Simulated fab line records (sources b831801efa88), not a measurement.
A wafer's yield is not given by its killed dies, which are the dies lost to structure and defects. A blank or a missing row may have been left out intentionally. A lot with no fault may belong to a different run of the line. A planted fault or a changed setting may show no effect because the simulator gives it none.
2 desks looking at one fault || flow sky130 || numbers are kept per desk, each desk with only its own; the story behind them comes last

FROM THE METROLOGY DESK
What the gauges read, lot by lot, whatever tool the lot ran on: means of the sampled wafers that have a number. The brackets show how far a lot's mean lies from the usual mean; more than 4 standard deviations puts the lot out of limits, marked OUT.
Columns: A = METAL4_OVL at SKY_METAL4_OVL_MEAS_14, usual 2 nm; B = VIA4_BOW at SKY_VIA4_BOW_MEAS_03, usual 81 um
{"lot": "L700", "first seen here": "day 41 20:56", "A": -4, "B": 80}
{"lot": "L701", "first seen here": "day 41 23:11", "A": 2, "B": 87}
{"lot": "L702", "first seen here": "day 42 08:08", "A": 2, "B": 83}
{"lot": "L704", "first seen here": "day 43 09:34", "A": 1, "B": 80}
{"lot": "L705", "first seen here": "day 43 12:08", "A": 5, "B": 85}
{"lot": "L706", "first seen here": "day 43 19:58", "A": 1, "B": 86}
{"lot": "L710", "first seen here": "day 44 19:54", "A": -1, "B": 84}
{"lot": "L709", "first seen here": "day 44 22:43", "A": 2, "B": 81}
{"lot": "L708", "first seen here": "day 45 01:11", "A": -8, "B": 77}
{"lot": "L716", "first seen here": "day 46 14:28", "A": 6, "B": 86}
{"lot": "L718", "first seen here": "day 46 16:04", "A": -9, "B": 71}
{"lot": "L721", "first seen here": "day 47 12:57", "A": 6, "B": 78}
{"lot": "L722", "first seen here": "day 47 19:37", "A": 7, "B": 91}
This desk's verdict: no lot among the 13 shows anything out of limits.

FOR THE TOOL OWNER'S DESK: rie-diel-04
The tool's own readings at SKY_LI_CONTACT_ETCH_14 (etches BARC in N2/H2, stops on SiO2, time 45.9 s, target depth 60 nm): means of the sampled wafers that have a number, for each lot that ran on this tool. The brackets show how far a lot's mean lies from the usual mean; more than 4 standard deviations puts the lot out of limits, marked OUT.
Columns: A = drypump-motor-current-A at SKY_LI_CONTACT_ETCH_14, usual 5.8 A; B = oes-product-au at SKY_LI_CONTACT_ETCH_14, usual 0.855 a.u.; C = throttle-valve-pct at SKY_LI_CONTACT_ETCH_14, usual 13.224 %
{"lot": "L701", "first seen here": "day 29 11:46", "A": 6.0, "B": 0.851, "C": 13.225}
{"lot": "L708", "first seen here": "day 33 01:34", "A": 6.2, "B": 0.853, "C": 13.234}
{"lot": "L716", "first seen here": "day 34 21:52", "A": 5.8, "B": 0.856, "C": 13.224}
{"lot": "L718", "first seen here": "day 35 06:01", "A": 5.5, "B": 0.856, "C": 13.215}
This desk's verdict: no lot among the 4 shows anything out of limits.

TAKEN TOGETHER
At the metrology desk, nothing out of limits was observed.
The desk of the tool owner found nothing out of limits.

WHAT WAS PUT IN BY THE SIMULATOR
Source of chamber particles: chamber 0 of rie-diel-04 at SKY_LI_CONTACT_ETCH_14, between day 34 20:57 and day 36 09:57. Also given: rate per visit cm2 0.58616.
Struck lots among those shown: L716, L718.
